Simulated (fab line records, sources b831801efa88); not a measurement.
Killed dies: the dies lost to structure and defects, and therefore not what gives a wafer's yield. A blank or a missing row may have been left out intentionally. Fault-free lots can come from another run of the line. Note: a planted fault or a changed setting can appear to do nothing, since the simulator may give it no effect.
What tool caused it? + flow gf180mcu + 13 lots, 38 wafers sampled, at 5 steps of a route of 602

## WHAT EACH GAUGE READ, for each wafer
GF_PSD_CD_MEAS_07: the cd target is 400 nm.
| lot  | measured     | on        | cd-nm (nm)        |
|------|--------------|-----------|-------------------|
| L619 | day 14 07:55 | cd-sem-01 | 399.1 398.6 400.0 |
| L620 | day 14 13:55 | cd-sem-02 | 400.8 399.8 399.1 |
| L622 | day 15 11:32 | cd-sem-01 | 399.4 401.4 400.4 |
| L624 | day 16 04:22 | cd-sem-01 | 403.2 403.4 401.9 |
| L625 | day 16 14:22 | cd-sem-02 | 398.0 401.5 396.4 |
| L626 | day 16 21:20 | cd-sem-01 | 401.9 400.5 399.0 |
| L628 | day 17 13:07 | cd-sem-01 | 397.8 399.2 400.3 |
| L633 | day 19 04:46 | cd-sem-01 | 399.0 396.9       |
| L635 | day 19 20:04 | cd-sem-02 | 401.1 399.9 401.1 |
| L636 | day 20 04:35 | cd-sem-01 | 397.3 395.4 395.1 |
| L638 | day 20 23:26 | cd-sem-01 | 398.0 396.0 396.9 |
| L639 | day 21 04:29 | cd-sem-01 | 402.3 400.1 399.1 |
| L641 | day 22 02:23 | cd-sem-01 | 400.5 399.9 402.8 |

GF_SALICIDE_RS_MEAS_04: measures by four-point-probe.
| lot  | measured     | on            | SALICIDE_TIN_RS (ohm/sq) |
|------|--------------|---------------|--------------------------|
| L619 | day 15 06:23 | film-metro-02 | 16.7 16.7 17.0           |
| L620 | day 15 12:34 | film-metro-02 | 16.6 16.8 16.7           |
| L622 | day 16 10:22 | film-metro-04 | 16.4 16.4 16.0           |
| L624 | day 17 04:38 | film-metro-04 | 16.0 16.3 16.5           |
| L625 | day 17 15:04 | film-metro-04 | 16.6 16.6 16.4           |
| L626 | day 17 21:14 | film-metro-02 | 16.6 16.5 16.4           |
| L628 | day 18 14:09 | film-metro-04 | 16.2 16.4 16.0           |
| L633 | day 20 06:22 | film-metro-04 | 15.7 26.7                |
| L635 | day 20 21:54 | film-metro-02 | 16.6 28.0 28.2           |
| L636 | day 21 05:55 | film-metro-02 | 16.4 15.8 16.3           |
| L638 | day 22 00:32 | film-metro-02 | 16.5 16.2 16.1           |
| L639 | day 22 05:23 | film-metro-02 | 16.0 16.3 16.0           |
| L641 | day 23 03:25 | film-metro-02 | 16.4 16.5 16.3           |

## TOOL THAT RAN EACH LOT (tool first, then ch and the chambers of the sampled wafers, then the start)
| lot  | GF_SAB_ETCH_11                     | GF_SAB_STRIP_13                      | GF_SALICIDE_SPUTTER_02       |
|------|------------------------------------|--------------------------------------|------------------------------|
| L619 | rie-diel-01 ch 0,3, day 15 05:57   | plasma-asher-03 ch 0,1, day 15 06:08 | pvd-sputter-01, day 15 06:17 |
| L620 | rie-diel-01 ch 0,1, day 15 12:09   | plasma-asher-01 ch 1, day 15 12:19   | pvd-sputter-04, day 15 12:30 |
| L622 | rie-diel-02 ch 1, day 16 09:56     | plasma-asher-01 ch 0,1, day 16 10:06 | pvd-sputter-04, day 16 10:17 |
| L624 | rie-diel-01 ch 1,2,3, day 17 04:12 | plasma-asher-04 ch 0,1, day 17 04:23 | pvd-sputter-04, day 17 04:32 |
| L625 | rie-diel-02 ch 0,2, day 17 14:38   | plasma-asher-04 ch 0,1, day 17 14:49 | pvd-sputter-02, day 17 14:58 |
| L626 | rie-diel-01 ch 0,1,3, day 17 20:49 | plasma-asher-04 ch 0,1, day 17 20:58 | pvd-sputter-02, day 17 21:09 |
| L628 | rie-diel-04 ch 2,3, day 18 13:45   | plasma-asher-03 ch 0,1, day 18 13:54 | pvd-sputter-02, day 18 14:05 |
| L633 | rie-diel-01 ch 0,1, day 20 05:59   | plasma-asher-04 ch 1, day 20 06:08   | pvd-sputter-02, day 20 06:19 |
| L635 | rie-diel-01 ch 0,1,3, day 20 21:30 | plasma-asher-01 ch 0,1, day 20 21:39 | pvd-sputter-02, day 20 21:50 |
| L636 | rie-diel-02 ch 1,3, day 21 05:29   | plasma-asher-04 ch 1, day 21 05:38   | pvd-sputter-04, day 21 05:52 |
| L638 | rie-diel-04 ch 1,2,3, day 22 00:07 | plasma-asher-04 ch 0,1, day 22 00:17 | pvd-sputter-04, day 22 00:28 |
| L639 | rie-diel-02 ch 0,2,3, day 22 04:59 | plasma-asher-03 ch 0,1, day 22 05:08 | pvd-sputter-04, day 22 05:19 |
| L641 | rie-diel-02 ch 0,1,3, day 23 03:01 | plasma-asher-03 ch 0,1, day 23 03:11 | pvd-sputter-04, day 23 03:22 |
- GF_SAB_ETCH_11: etches SiO2 in C4F8/O2/Ar, target depth 55 nm, time 8.5 s.
- GF_SAB_STRIP_13: strips in O2/N2.
- GF_SALICIDE_SPUTTER_02: material Co, target thk 10 nm, time 20 s.

## WHAT THE TOOLS THEMSELVES READ (means of the sampled wafers that have a number; where no wafer has one, the mark that the record gives instead)
GF_SAB_ETCH_11.
| lot  | tool        | oes-product-au (a.u.) |
|------|-------------|-----------------------|
| L619 | rie-diel-01 | 1.003                 |
| L620 | rie-diel-01 | 1.015                 |
| L622 | rie-diel-02 | 1.006                 |
| L624 | rie-diel-01 | 0.999                 |
| L625 | rie-diel-02 | 0.998                 |
| L626 | rie-diel-01 | 1.002                 |
| L628 | rie-diel-04 | 1.003                 |
| L633 | rie-diel-01 | 1.004                 |
| L635 | rie-diel-01 | 0.990                 |
| L636 | rie-diel-02 | 1.000                 |
| L638 | rie-diel-04 | 0.997                 |
| L639 | rie-diel-02 | 1.000                 |
| L641 | rie-diel-02 | 1.000                 |

GF_SAB_STRIP_13.
| lot  | tool            | drypump-motor-current-A (A) | heater-power-w (W) | n2-flow-sccm (sccm) | oes-product-au (a.u.) | strip-time-to-endpoint-s (s) |
|------|-----------------|-----------------------------|--------------------|---------------------|-----------------------|------------------------------|
| L619 | plasma-asher-03 | 5.3                         | 342                | 300.0               | 0.711                 | 12.65                        |
| L620 | plasma-asher-01 | 6.0                         | 314                | 298.9               | 0.713                 | 12.63                        |
| L622 | plasma-asher-01 | 6.2                         | 354                | 300.5               | 0.711                 | 12.59                        |
| L624 | plasma-asher-04 | 5.1                         | 384                | 300.2               | 0.709                 | 12.62                        |
| L625 | plasma-asher-04 | 5.1                         | 386                | 300.3               | 0.708                 | 12.63                        |
| L626 | plasma-asher-04 | 5.2                         | 393                | 300.2               | 0.711                 | 12.58                        |
| L628 | plasma-asher-03 | 5.3                         | 345                | 300.6               | 0.715                 | 12.59                        |
| L633 | plasma-asher-04 | 5.2                         | 433                | 300.0               | 0.708                 | 12.63                        |
| L635 | plasma-asher-01 | 6.2                         | 351                | 300.2               | 0.711                 | 12.64                        |
| L636 | plasma-asher-04 | 5.2                         | 430                | 299.3               | 0.714                 | 12.62                        |
| L638 | plasma-asher-04 | 5.1                         | 345                | 299.9               | 0.706                 | 12.63                        |
| L639 | plasma-asher-03 | 5.3                         | 338                | 299.5               | 0.710                 | 12.63                        |
| L641 | plasma-asher-03 | 5.3                         | 338                | 299.5               | 0.706                 | 12.64                        |

GF_SALICIDE_SPUTTER_02.
| lot  | tool           | throttle-valve-pct (%) |
|------|----------------|------------------------|
| L619 | pvd-sputter-01 | 30.1                   |
| L620 | pvd-sputter-04 | 30.4                   |
| L622 | pvd-sputter-04 | 30.5                   |
| L624 | pvd-sputter-04 | 29.4                   |
| L625 | pvd-sputter-02 | 29.2                   |
| L626 | pvd-sputter-02 | 29.9                   |
| L628 | pvd-sputter-02 | 29.8                   |
| L633 | pvd-sputter-02 | 29.1                   |
| L635 | pvd-sputter-02 | 29.2                   |
| L636 | pvd-sputter-04 | 30.0                   |
| L638 | pvd-sputter-04 | 29.2                   |
| L639 | pvd-sputter-04 | 29.2                   |
| L641 | pvd-sputter-04 | 30.9                   |

## THE ANSWER, worked out from the rows above alone
Rule: what is usual is taken from the lots themselves. Put in order of their means at a reading, lots are off if they are a third of the lots or fewer, leave a main group of 4 or more, and stand apart from it by a gap of 3 or more times the standard deviation of the main group's means; of several such gaps the widest counts. A main group is skipped when, at the precision printed for the reading in the tables above, its means are all equal. A lot without any number at a reading at which 4 lots or more have one is off too. The other lots that the step has rows for count as sound. After the gauges, taken in route order, come the tools' own readings; for these a lot's mean is taken, as printed above. At the first step where some lot is off, the reading lying furthest off is the one used; lots without a number count as furthest.
Off: L633, L635, seen at GF_SALICIDE_RS_MEAS_04 (SALICIDE_TIN_RS). For the main group the mean is 16.4 ohm/sq and the standard deviation 0.22.
A tool fits if, at a process step before that reading, it ran every lot that is off, and no sound lot after the first of them. Gauges at GF_SALICIDE_RS_MEAS_04: tried the same way as those tools. 2 tools fit, rie-diel-01 at GF_SAB_ETCH_11 and pvd-sputter-02 at GF_SALICIDE_SPUTTER_02, so this cannot tell which one it is.

## WHAT HAD BEEN PUT IN BY THE SIMULATOR
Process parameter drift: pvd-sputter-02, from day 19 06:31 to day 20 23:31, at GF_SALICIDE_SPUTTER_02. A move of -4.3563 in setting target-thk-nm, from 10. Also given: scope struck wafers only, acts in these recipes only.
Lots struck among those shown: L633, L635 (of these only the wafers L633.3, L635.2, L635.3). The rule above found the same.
